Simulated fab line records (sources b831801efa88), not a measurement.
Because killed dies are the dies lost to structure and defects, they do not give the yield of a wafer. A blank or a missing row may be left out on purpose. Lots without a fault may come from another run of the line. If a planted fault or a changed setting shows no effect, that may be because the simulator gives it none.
The same fault as seen by 2 desks / flow sky130 / only its own numbers are on each desk; what lay behind them is given at the end

THE TOOL OWNER'S DESK: pvdSputter-02
The tool's own readings at SKY_METAL3_SPUTTER_01 (material TiN, target thk 20 nm, time 16.7 s): means of the sampled wafers that have a number, for each lot that ran on this tool. Marked OUT: a lot whose mean sits more than 4 standard deviations from the usual mean, which makes it out of limits; the brackets give that distance.
Columns: A = cathodeDcPowerW at SKY_METAL3_SPUTTER_01, usual 6499.9 W; B = throttleValvePct at SKY_METAL3_SPUTTER_01, usual 30.1 %
lot=L908; first seen here=day 37 08:50; A=6500.0; B=30.7
lot=L909; first seen here=day 37 13:25; A=6499.9; B=31.3
lot=L913; first seen here=day 39 03:20; A=6658.9 (+99 or more) OUT; B=30.1
lot=L916; first seen here=day 39 20:08; A=6656.5 (+99 or more) OUT; B=29.9
lot=L927; first seen here=day 43 00:02; A=6500.0; B=29.8
Finding of this desk: L913, L916 out of limits; the first was L913 at day 39 03:20, on cathodeDcPowerW at SKY_METAL3_SPUTTER_01. L908, L909, L927 stayed within limits.

FROM THE METROLOGY DESK
Means of the sampled wafers that have a number, per lot and without regard to the tool the lot ran on: this is what the gauges read. Marked OUT: a lot whose mean sits more than 4 standard deviations from the usual mean, which makes it out of limits; the brackets give that distance.
Columns: A = VIA2_W_RS at SKY_VIA2_RS_MEAS_22, usual 0.275 ohm/sq; B = VIA2_W_THK at SKY_VIA2_THK_MEAS_23, usual 416 nm
lot=L908; first seen here=day 37 08:21; A=0.275; B=414
lot=L909; first seen here=day 37 12:55; A=0.271; B=425
lot=L913; first seen here=day 39 02:49; A=0.277; B=415
lot=L916; first seen here=day 39 19:38; A=0.277; B=405
lot=L926; first seen here=day 42 17:56; A=0.271; B=420
lot=L927; first seen here=day 42 23:32; A=0.278; B=408
This desk found nothing out of limits on any of the 6 lots.

ALL TOGETHER
An alarm could have come from the tool owner's desk at day 39 03:20, on L913, L916.
Metrology desk: nothing out of limits seen.
The metrology desk holds a record of L913, L916, inside its limits.
The lots listed all ran SKY_METAL3_SPUTTER_01 on pvdSputter-02.

WHAT HAD BEEN PUT IN BY THE SIMULATOR
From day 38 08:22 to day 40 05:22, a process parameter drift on pvdSputter-02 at SKY_METAL3_SPUTTER_01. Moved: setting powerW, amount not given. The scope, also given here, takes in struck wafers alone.
Struck lots among those shown: L913, L916.
Delay in hours, fault start to first out-of-limits reading, by desk: the tool owner's desk at 19.
